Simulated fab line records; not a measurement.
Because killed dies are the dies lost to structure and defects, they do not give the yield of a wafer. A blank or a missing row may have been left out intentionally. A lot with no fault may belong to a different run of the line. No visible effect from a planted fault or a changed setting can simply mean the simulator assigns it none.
Which tool is to blame? ; flow gf180mcu ; 72 wafers from 24 lots sampled at 6 of the route's 602 steps

== WHAT THE GAUGES READ, wafer by wafer ==
GF_MIM_RS_MEAS_10: a four-point-probe measurement.
lot;measured;on;MIM_ALCU_RS (ohm/sq)
L074;day 24 05:32;film_metro-04;0.1593 0.1594 0.1592
L075;day 25 02:34;film_metro-01;0.1574 0.1583 0.1592
L076;day 25 03:10;film_metro-01;0.1608 0.1600 0.1594
L077;day 25 19:27;film_metro-02;0.1608 0.1602 0.1606
L078;day 26 01:34;film_metro-02;0.1637 0.1634 0.1628
L080;day 26 22:41;film_metro-01;0.1605 0.1615 0.1616
L079;day 27 00:02;film_metro-02;0.1597 0.1597 0.1606
L081;day 27 01:47;film_metro-01;0.1587 0.1569 0.1573
L082;day 27 07:17;film_metro-02;0.1621 0.1633 0.1626
L083;day 27 10:13;film_metro-04;0.1619 0.1601 0.1587
L084;day 27 13:42;film_metro-04;0.1599 0.1614 0.1614
L085;day 28 03:06;film_metro-02;0.1610 0.1616 0.1598
L086;day 28 10:46;film_metro-01;0.1584 0.1582 0.1581
L087;day 28 15:34;film_metro-01;0.1619 0.1608 0.1631
L088;day 28 22:59;film_metro-04;0.1592 0.1568 0.1586
L089;day 29 07:07;film_metro-02;0.1575 0.1590 0.1571
L090;day 29 13:56;film_metro-02;0.1611 0.1606 0.1615
L091;day 29 16:59;film_metro-01;0.1590 0.1577 0.1607
L092;day 30 00:21;film_metro-01;0.1603 0.1623 0.1617
L093;day 30 06:55;film_metro-01;0.1578 0.1591 0.1595
L094;day 30 16:20;film_metro-01;0.1594 0.1597 0.1591
L095;day 30 22:38;film_metro-01;0.1608 0.1593 0.1603
L096;day 31 02:07;film_metro-02;0.1638 0.1604 0.1608
L097;day 31 13:26;film_metro-01;0.1622 0.1633 0.1624

GF_V5_OVL_MEAS_15.
lot;measured;on;V5_OVL (nm)
L074;day 26 22:50;overlay-01;-1 1 2
L075;day 27 17:28;overlay-02;-4 -11 -8
L076;day 27 17:49;overlay-02;-6 -8 -12
L077;day 28 10:22;overlay-02;-12 -9 -5
L078;day 28 15:52;overlay-01;-11 -5 -6
L080;day 29 11:31;overlay-01;-7 -3 -1
L079;day 29 13:07;overlay-02;3 -5 0
L081;day 29 14:14;overlay-02;-6 -8 3
L082;day 29 19:35;overlay-02;-2 -8 -5
L083;day 29 22:48;overlay-01;-6 0 -3
L084;day 30 01:19;overlay-02;-14 -3 -6
L085;day 30 13:55;overlay-02;3 5 5
L086;day 30 20:17;overlay-02;-3 -7 -6
L087;day 31 01:43;overlay-01;3 1 -5
L088;day 31 08:43;overlay-01;-4 -2 2
L089;day 31 15:55;overlay-01;-4 2 -4
L090;day 32 01:16;overlay-02;-7 -5 -3
L091;day 32 01:37;overlay-02;1 -5 -5
L092;day 32 07:52;overlay-01;4 1 0
L093;day 32 12:20;overlay-01;3 3 9
L094;day 32 21:04;overlay-02;-10 -6 -5
L095;day 33 03:16;overlay-01;1 0 2
L096;day 33 04:56;overlay-01;1 -3 -4
L097;day 33 15:40;overlay-02;0 -8 -7

GF_TOP_METAL_RS_MEAS_05: a four-point-probe measurement.
lot;measured;on;TOP_METAL_ALCU_RS (ohm/sq)
L074;day 27 00:28;film_metro-04;0.0327 0.0327 0.0326
L075;day 27 19:37;film_metro-01;0.0329 0.0328 0.0333
L076;day 27 19:27;film_metro-03;0.0327 0.0330 0.0326
L077;day 28 12:00;film_metro-04;0.0327 0.0323 0.0328
L078;day 28 17:31;film_metro-01;0.0322 0.0326 0.0325
L080;day 29 13:09;film_metro-01;0.0326 0.0328 0.0324
L079;day 29 14:45;film_metro-01;0.0325 0.0326 0.0327
L081;day 29 15:53;film_metro-01;0.0327 0.0330 0.0327
L082;day 29 21:15;film_metro-04;0.0325 0.0326 0.0326
L083;day 30 00:28;film_metro-03;0.0324 0.0328 0.0325
L084;day 30 02:58;film_metro-04;0.0325 0.0327 0.0325
L085;day 30 15:34;film_metro-04;0.0332 0.0327 0.0330
L086;day 30 21:57;film_metro-01;0.0328 0.0334 0.0330
L087;day 31 03:22;film_metro-04;0.0324 0.0325 0.0327
L088;day 31 10:22;film_metro-04;0.0327 0.0325 0.0324
L089;day 31 17:35;film_metro-01;0.0323 0.0321 0.0319
L090;day 32 02:54;film_metro-03;0.0327 0.0329 0.0325
L091;day 32 03:50;film_metro-01;0.0326 0.0328 0.0328
L092;day 32 09:44;film_metro-04;0.0323 0.0329 0.0322
L093;day 32 14:07;film_metro-01;0.0332 0.0327 0.0330
L094;day 32 22:43;film_metro-01;0.0321 0.0320 0.0320
L095;day 33 04:55;film_metro-03;0.0328 0.0331 0.0333
L096;day 33 06:35;film_metro-04;0.0327 0.0324 0.0330
L097;day 33 17:21;film_metro-01;0.0327 0.0323 0.0325

GF_TOP_METAL_CD_MEAS_14: target cd 440 nm.
lot;measured;on;cd_nm (nm)
L074;day 27 20:41;cd_sem-01;439.9 441.6 442.4
L075;day 28 15:35;cd_sem-01;442.5 441.7 438.6
L076;day 28 14:59;cd_sem-01;436.0 438.2 438.2
L077;day 29 06:50;cd_sem-02;441.0 444.7 444.7
L078;day 29 12:58;cd_sem-02;439.0 438.4 440.2
L080;day 30 07:50;cd_sem-01;440.5 442.1 443.5
L079;day 30 08:19;cd_sem-02;438.2 436.4 437.3
L081;day 30 10:26;cd_sem-02;439.3 441.1 440.6
L082;day 30 15:17;cd_sem-02;444.5 444.2 443.5
L083;day 30 18:33;cd_sem-02;439.9 439.7 440.5
L084;day 30 20:58;cd_sem-02;436.6 438.3 437.5
L085;day 31 10:05;cd_sem-01;440.4 438.9 439.7
L086;day 31 15:43;cd_sem-01;439.0 440.6 440.8
L087;day 31 20:25;cd_sem-02;439.9 440.0 438.0
L088;day 32 02:54;cd_sem-01;439.3 438.4 438.5
L089;day 32 09:56;cd_sem-01;440.0 438.8 438.8
L090;day 32 18:59;cd_sem-02;440.5 440.5 442.0
L091;day 32 19:57;cd_sem-01;440.5 443.9 442.6
L092;day 33 02:08;cd_sem-02;434.9 434.4 435.2
L093;day 33 06:34;cd_sem-01;439.5 437.6 438.6
L094;day 33 14:17;cd_sem-01;440.8 441.3 442.6
L095;day 33 20:21;cd_sem-02;438.4 437.8 438.9
L096;day 33 22:17;cd_sem-02;438.3 440.0 440.6
L097;day 34 08:10;cd_sem-02;441.9 443.2 442.3

== TOOL THAT RAN EACH LOT (tool first, then ch and the chambers of the sampled wafers, then the start) ==
lot;GF_V4_SPUTTER_21;GF_V5_ETCH_17
L074;pvd_sputter-02, day 24 04:25;rie_diel-03 ch 0,1,2, day 27 00:28 or earlier
L075;pvd_sputter-02, day 25 01:28;rie_diel-02 ch 0,1,2, day 27 19:37 or earlier
L076;pvd_sputter-03, day 25 02:00;rie_diel-04 ch 1,2, day 27 19:27 or earlier
L077;pvd_sputter-02, day 25 18:21;rie_diel-02 ch 0,1,3, day 28 12:00 or earlier
L078;pvd_sputter-03, day 26 00:26;rie_diel-03 ch 0,1,3, day 28 17:31 or earlier
L080;pvd_sputter-02, day 26 21:35;rie_diel-04 ch 2,3, day 29 13:09 or earlier
L079;pvd_sputter-03, day 26 22:56;rie_diel-03 ch 0,1,2, day 29 14:45 or earlier
L081;pvd_sputter-04, day 27 00:38;rie_diel-02 ch 1,2, day 29 15:53 or earlier
L082;pvd_sputter-03, day 27 05:54;rie_diel-02 ch 1,3, day 29 21:15 or earlier
L083;pvd_sputter-02, day 27 09:04;rie_diel-02 ch 1,3, day 30 00:28 or earlier
L084;pvd_sputter-02, day 27 12:34;rie_diel-04 ch 2,3, day 30 02:58 or earlier
L085;pvd_sputter-02, day 28 01:52;rie_diel-04 ch 2,3, day 30 15:34 or earlier
L086;pvd_sputter-02, day 28 09:37;rie_diel-04 ch 0,1,2, day 30 21:57 or earlier
L087;pvd_sputter-03, day 28 14:27;rie_diel-02 ch 0,1,2, day 31 03:22 or earlier
L088;pvd_sputter-03, day 28 21:51;rie_diel-02 ch 0,1,2, day 31 10:22 or earlier
L089;pvd_sputter-03, day 29 06:01;rie_diel-03 ch 1,2, day 31 17:35 or earlier
L090;pvd_sputter-04, day 29 12:50;rie_diel-02 ch 0,1,2, day 32 02:54 or earlier
L091;pvd_sputter-03, day 29 15:53;rie_diel-03 ch 1,2, day 32 03:50 or earlier
L092;pvd_sputter-04, day 29 23:14;rie_diel-04 ch 1,2, day 32 09:44 or earlier
L093;pvd_sputter-03, day 30 05:48;rie_diel-03 ch 0,1,2, day 32 14:07 or earlier
L094;pvd_sputter-04, day 30 15:12;rie_diel-04 ch 0,1,3, day 32 22:43 or earlier
L095;pvd_sputter-04, day 30 21:30;rie_diel-04 ch 1,2,3, day 33 04:55 or earlier
L096;pvd_sputter-03, day 31 00:58;rie_diel-04 ch 0,1,3, day 33 06:35 or earlier
L097;pvd_sputter-03, day 31 12:19;rie_diel-03 ch 0,2,3, day 33 17:21 or earlier
- GF_V4_SPUTTER_21: material Ti, target thk 15 nm, time 80.02 s.
- GF_V5_ETCH_17: etches SiO2 in C4F8/O2/Ar, stops on TiN, target depth 855 nm.

== AS READ BY THE TOOLS THEMSELVES (means over the sampled wafers that have a number; for cases with no such wafer, the mark the record gives instead) ==
GF_V4_SPUTTER_21.
lot;tool;throttle_valve_pct (%)
L074;pvd_sputter-02;29.3
L075;pvd_sputter-02;29.7
L076;pvd_sputter-03;29.1
L077;pvd_sputter-02;29.3
L078;pvd_sputter-03;29.3
L080;pvd_sputter-02;30.7
L079;pvd_sputter-03;29.3
L081;pvd_sputter-04;30.0
L082;pvd_sputter-03;29.2
L083;pvd_sputter-02;29.6
L084;pvd_sputter-02;30.3
L085;pvd_sputter-02;29.2
L086;pvd_sputter-02;29.8
L087;pvd_sputter-03;29.4
L088;pvd_sputter-03;29.7
L089;pvd_sputter-03;29.4
L090;pvd_sputter-04;30.3
L091;pvd_sputter-03;29.1
L092;pvd_sputter-04;30.2
L093;pvd_sputter-03;29.2
L094;pvd_sputter-04;30.7
L095;pvd_sputter-04;30.4
L096;pvd_sputter-03;29.1
L097;pvd_sputter-03;29.4

GF_V5_ETCH_17.
lot;tool;chamber_pressure_mTorr (mTorr);oes_product_au (a.u.)
L074;rie_diel-03;39.99;0.868
L075;rie_diel-02;39.99;0.865
L076;rie_diel-04;39.98;0.871
L077;rie_diel-02;39.97;0.867
L078;rie_diel-03;40.03;0.864
L080;rie_diel-04;39.98;0.863
L079;rie_diel-03;40.01;0.866
L081;rie_diel-02;39.94;0.866
L082;rie_diel-02;40.00;0.866
L083;rie_diel-02;39.99;0.869
L084;rie_diel-04;40.00;0.870
L085;rie_diel-04;40.02;0.866
L086;rie_diel-04;40.03;0.865
L087;rie_diel-02;40.00;0.863
L088;rie_diel-02;40.05;0.868
L089;rie_diel-03;40.00;0.867
L090;rie_diel-02;40.01;0.865
L091;rie_diel-03;40.04;0.869
L092;rie_diel-04;39.98;0.865
L093;rie_diel-03;39.98;0.869
L094;rie_diel-04;40.00;0.871
L095;rie_diel-04;40.03;0.871
L096;rie_diel-04;39.96;0.867
L097;rie_diel-03;40.01;0.872

== THE ANSWER, worked out from the rows above alone ==
Rule: the usual values come from the lots themselves. The widest of any qualifying gaps counts: lots, ordered by their means at a reading, are off when they make up no more than a third of the lots, leave a main group of 4 or more, and stand apart from it by 3 or more times the standard deviation of that group's means. Not used: any main group whose means are identical at the precision the tables above print for the reading. A lot without any number at a reading at which 4 lots or more have one is off too. The other lots that the step has rows for count as sound. Order of review: gauges by route order, followed by the tools' own readings, for which a lot's mean as printed above is used. At the first step where some lot is off, the reading lying furthest off is the one used; lots without a number count as furthest.
Nothing can be told from this: no lot is off at any reading shown.

== WHAT HAD BEEN PUT IN BY THE SIMULATOR ==
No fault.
